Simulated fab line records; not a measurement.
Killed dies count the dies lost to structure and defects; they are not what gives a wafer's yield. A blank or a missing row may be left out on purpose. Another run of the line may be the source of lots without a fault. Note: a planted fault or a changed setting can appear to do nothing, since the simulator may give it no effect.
Which tool was responsible? | flow gf180mcu | Sampling: 12 lots, 36 wafers, 4 of 602 route steps

== WHAT EACH GAUGE READ, for each wafer ==
GF_PASSIVATION_BOW_MEAS_14. Usual: PASSIVATION_BOW 136 um, standard deviation 11.
lot  | measured     | on            | PASSIVATION_BOW (um) | flag
L977 | day 28 21:55 | film metro-02 | 121 128 134          |
L979 | day 29 16:47 | film metro-03 | 141 156 150          |
L980 | day 29 20:35 | film metro-01 | 154 155 161          |
L984 | day 31 09:26 | film metro-03 | 132 125 148          |
L987 | day 32 01:50 | film metro-02 | 132 128 126          |
L988 | day 32 08:07 | film metro-02 | 126 131 135          |
L991 | day 33 02:01 | film metro-01 | 130 129 125          |
L995 | day 33 22:41 | film metro-01 | 150 155 154          |
L996 | day 34 01:54 | film metro-02 | 152 151 149          |
L998 | day 34 14:56 | film metro-02 | 144 142 147          |
L999 | day 34 21:50 | film metro-03 | 121 119 136          |
L100 | day 35 00:59 | film metro-01 | 124 138 119          |

== TOOL THAT RAN EACH LOT (tool first, then ch and the chambers of the sampled wafers, then the start) ==
lot  | GF_V5_STRIP_18                       | GF_TOP_METAL_SPUTTER_01      | GF_PASSIVATION_STRIP_12
L977 | plasma asher-04 ch 0,1, day 27 01:20 | pvd sputter-02, day 27 02:37 | plasma asher-02 ch 0,1, day 28 20:18
L979 | plasma asher-03 ch 0,1, day 27 21:25 | pvd sputter-04, day 27 22:44 | plasma asher-02 ch 0,1, day 29 15:10
L980 | plasma asher-04 ch 0,1, day 28 01:46 | pvd sputter-01, day 28 03:05 | plasma asher-03 ch 0,1, day 29 18:59
L984 | plasma asher-01 ch 0,1, day 29 17:10 | pvd sputter-01, day 29 18:33 | plasma asher-03 ch 0,1, day 31 07:49
L987 | plasma asher-03 ch 0,1, day 30 09:46 | pvd sputter-01, day 30 11:06 | plasma asher-03 ch 0,1, day 32 00:14
L988 | plasma asher-04 ch 0,1, day 30 16:40 | pvd sputter-04, day 30 18:04 | plasma asher-04 ch 0,1, day 32 06:31
L991 | plasma asher-04 ch 0,1, day 31 13:10 | pvd sputter-04, day 31 14:29 | plasma asher-02 ch 1, day 33 00:23
L995 | plasma asher-01 ch 0,1, day 32 10:37 | pvd sputter-02, day 32 13:34 | plasma asher-03 ch 0,1, day 33 21:04
L996 | plasma asher-01 ch 0,1, day 32 14:13 | pvd sputter-02, day 32 16:34 | plasma asher-04 ch 0,1, day 34 00:17
L998 | plasma asher-04 ch 0,1, day 33 04:29 | pvd sputter-02, day 33 06:47 | plasma asher-03 ch 0,1, day 34 13:20
L999 | plasma asher-04 ch 0,1, day 33 09:20 | pvd sputter-04, day 33 12:47 | plasma asher-03 ch 0,1, day 34 20:13
L100 | plasma asher-01 ch 0,1, day 33 13:41 | pvd sputter-04, day 33 16:23 | plasma asher-03 ch 0,1, day 34 23:23
- GF_V5_STRIP_18: strips in O2/N2.
- GF_TOP_METAL_SPUTTER_01: material TiN, target thk 30 nm, time 25 s.
- GF_PASSIVATION_STRIP_12: strips in O2/N2.

== AS READ BY THE TOOLS THEMSELVES (means over the sampled wafers that have a number; for cases with no such wafer, the mark the record gives instead) ==
GF_V5_STRIP_18. Usual: drypump motor current A 5.76 A, standard deviation 0.29; heater power w 355 W, standard deviation 25; oes product au 0.568 a.u., standard deviation 0.0048.
lot  | tool            | drypump motor current A (A) | heater power w (W) | oes product au (a.u.) | flag
L977 | plasma asher-04 | 5.94                        | 372                | 0.569                 |
L979 | plasma asher-03 | 5.72                        | 325                | 0.571                 |
L980 | plasma asher-04 | 6.06                        | 368                | 0.561                 |
L984 | plasma asher-01 | 5.47                        | 352                | 0.566                 |
L987 | plasma asher-03 | 5.73                        | 321                | 0.566                 |
L988 | plasma asher-04 | 6.05                        | 361                | 0.571                 |
L991 | plasma asher-04 | 6.06                        | 370                | 0.564                 |
L995 | plasma asher-01 | 5.65                        | 379                | 0.568                 |
L996 | plasma asher-01 | 5.46                        | 361                | 0.568                 |
L998 | plasma asher-04 | 6.03                        | 371                | 0.570                 |
L999 | plasma asher-04 | 5.95                        | 373                | 0.567                 |
L100 | plasma asher-01 | 5.60                        | 377                | 0.568                 |

GF_TOP_METAL_SPUTTER_01. Usual: throttle valve pct at 29.8 %, with a standard deviation of 0.95.
lot  | tool           | throttle valve pct (%) | flag
L977 | pvd sputter-02 | 30.3                   |
L979 | pvd sputter-04 | 30.0                   |
L980 | pvd sputter-01 | 28.8                   |
L984 | pvd sputter-01 | 28.8                   |
L987 | pvd sputter-01 | 29.6                   |
L988 | pvd sputter-04 | 29.7                   |
L991 | pvd sputter-04 | 30.0                   |
L995 | pvd sputter-02 | 30.2                   |
L996 | pvd sputter-02 | 29.7                   |
L998 | pvd sputter-02 | 30.3                   |
L999 | pvd sputter-04 | 29.2                   |
L100 | pvd sputter-04 | 29.2                   |

GF_PASSIVATION_STRIP_12. Usual: drypump motor current A 5.90 A, standard deviation 0.25; heater power w 343 W, standard deviation 27; oes product au 0.719 a.u., standard deviation 0.0046; strip time to endpoint s 34.80 s, standard deviation 0.22.
lot  | tool            | drypump motor current A (A) | heater power w (W) | oes product au (a.u.) | strip time to endpoint s (s) | flag
L977 | plasma asher-02 | 6.01                        | 333                | 0.716                 | 35.03                        |
L979 | plasma asher-02 | 6.09                        | 354                | 0.726                 | 34.97                        |
L980 | plasma asher-03 | 5.59                        | 322                | 0.714                 | 34.91                        |
L984 | plasma asher-03 | 5.74                        | 325                | 0.721                 | 35.01                        |
L987 | plasma asher-03 | 5.73                        | 323                | 0.717                 | 34.63                        |
L988 | plasma asher-04 | 5.94                        | 374                | 0.719                 | 34.81                        |
L991 | plasma asher-02 | 5.95                        | 310                | 0.719                 | 34.67                        |
L995 | plasma asher-03 | 5.70                        | 321                | 0.721                 | 34.63                        |
L996 | plasma asher-04 | 6.05                        | 366                | 0.721                 | 34.83                        |
L998 | plasma asher-03 | 5.71                        | 327                | 0.719                 | 34.79                        |
L999 | plasma asher-03 | 5.72                        | 322                | 0.722                 | 34.90                        |
L100 | plasma asher-03 | 5.59                        | 326                | 0.719                 | 34.80                        |

== THE ANSWER, worked out from the rows above alone ==
Rule: a lot is off if the mean of its wafers that have a number lies more than 3 standard deviations from the usual mean. A lot without any number at a reading at which 4 lots or more have one is off too. All remaining lots with rows at the step are treated as sound. Order of review: gauges by route order, followed by the tools' own readings, for which a lot's mean as printed above is used. At the first step where some lot is off, the reading lying furthest off is the one used; lots without a number count as furthest.
No lot is off at any reading shown: from this, nothing can be told.

== WHAT THE SIMULATOR HAD INSERTED ==
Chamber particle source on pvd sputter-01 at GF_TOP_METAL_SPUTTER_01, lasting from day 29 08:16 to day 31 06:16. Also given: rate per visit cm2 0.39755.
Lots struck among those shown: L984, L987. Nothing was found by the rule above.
